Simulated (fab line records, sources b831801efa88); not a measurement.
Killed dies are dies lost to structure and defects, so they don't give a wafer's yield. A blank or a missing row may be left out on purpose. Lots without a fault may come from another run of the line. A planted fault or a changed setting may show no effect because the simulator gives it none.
One fault seen from 2 desks | flow gf180mcu | each desk has only its own numbers; what lay behind them comes last

THE TOOL OWNER'S DESK: furnace-01
The tool's own readings at GF_DUAL_GATE_OXIDATION_15 (stabilise 600 s, purge 300 s, target thk 7.098 nm): means of the sampled wafers that have a number, for each lot that ran on this tool. A lot is out of limits, marked OUT, if its mean lies more than 4 standard deviations from the usual mean; the brackets give that distance. Of its 8 readings 7 are shown: the one that was out of limits first, and those that lie furthest out on some lot.
Columns: A = spike_tc_bottom_C at GF_DUAL_GATE_OXIDATION_15, usual 869.1 C; B = spike_tc_centre_C at GF_DUAL_GATE_OXIDATION_15, usual 850.4 C; C = spike_tc_lower_C at GF_DUAL_GATE_OXIDATION_15, usual 850.5 C; D = spike_tc_top_C at GF_DUAL_GATE_OXIDATION_15, usual 862.2 C; E = spike_tc_upper_C at GF_DUAL_GATE_OXIDATION_15, usual 850.1 C; F = tube_center_temp_C at GF_DUAL_GATE_OXIDATION_15, usual 850 C; G = tube_center_temp_C_max at GF_DUAL_GATE_OXIDATION_15, usual 852.1
lot  | first seen here | A     | B                | C                | D                | E                | F             | G
L739 | day 9 16:59     | 870.4 | 850.6            | 851.2            | 861.8            | 849.3            | 850           | 852.0
L741 | day 10 11:25    | 870.0 | 850.2            | 849.8            | 860.6            | 850.1            | 850           | 852.1
L748 | day 12 10:49    | 875.3 | 856.0 (+4.6) OUT | 856.6 (+6.1) OUT | 867.3            | 856.8 (+6.7) OUT | 856 (+81) OUT | 858.2 (+20) OUT
L749 | day 12 20:14    | 876.3 | 856.8 (+5.3) OUT | 856.3 (+5.8) OUT | 868.8 (+4.7) OUT | 857.2 (+7.1) OUT | 856 (+82) OUT | 857.9 (+19) OUT
L750 | day 13 05:54    | 875.6 | 857.0 (+5.5) OUT | 856.4 (+5.9) OUT | 868.0 (+4.1) OUT | 856.4 (+6.3) OUT | 856 (+81) OUT | 858.2 (+20) OUT
This desk's finding: out of limits on L748, L749, L750; first on L748, day 12 10:49 (spike_tc_centre_C at GF_DUAL_GATE_OXIDATION_15). In limits: L739, L741.

THE METROLOGY DESK
What the gauges read, lot by lot, whatever tool the lot ran on: means of the sampled wafers that have a number. A lot is out of limits, marked OUT, if its mean lies more than 4 standard deviations from the usual mean; the brackets give that distance.
Columns: A = DUAL_GATE_OXIDATION_00_THK at GF_DUAL_GATE_THK_MEAS_03, usual 10.84 nm; B = DUAL_GATE_OVL at GF_DUAL_GATE_OVL_MEAS_11, usual 0.1 nm; C = POLY_GATE_CVD_00_THK at GF_POLY_GATE_THK_MEAS_01, usual 199.6 nm; D = cd_nm at GF_POLY_GATE_CD_MEAS_10, usual 280.1 nm; E = POLY_GATE_OVL at GF_POLY_GATE_OVL_MEAS_11, usual 1 nm
lot  | first seen here | A     | B    | C     | D     | E
L739 | day 8 22:14     | 10.60 | 1.0  | 198.0 | 279.9 | -5
L741 | day 9 16:59     | 10.75 | 0.0  | 201.4 | 280.2 | 5
L748 | day 11 16:01    | 10.79 | -1.6 | 198.4 | 280.4 | 7
L749 | day 11 20:20    | 10.54 | -0.7 | 197.4 | 280.3 | -0
L750 | day 12 06:38    | 11.03 | 0.3  | 199.2 | 280.1 | 8
L755 | day 13 15:32    | 10.88 | 2.0  | 200.6 | 279.6 | 6
L757 | day 14 06:55    | 11.02 | 1.1  | 202.5 | 279.2 | 1
This desk's finding: nothing out of limits on any of the 7 lots.

PUT TOGETHER
The tool owner's desk could have raised an alarm at day 12 10:49, on L748, L749, L750.
The metrology desk saw nothing out of limits.
The metrology desk has L748, L749, L750 on record, within its limits.
Of the lots named, all ran GF_DUAL_GATE_OXIDATION_15 on furnace-01.

WHAT THE SIMULATOR HAD PUT IN
Process parameter drift: furnace-01, from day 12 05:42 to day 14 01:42, at GF_DUAL_GATE_OXIDATION_15. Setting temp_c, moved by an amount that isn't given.
Lots struck among those shown: L748, L749, L750.
Hours from the fault's start to each desk's first reading out of limits: the tool owner's desk, 5.
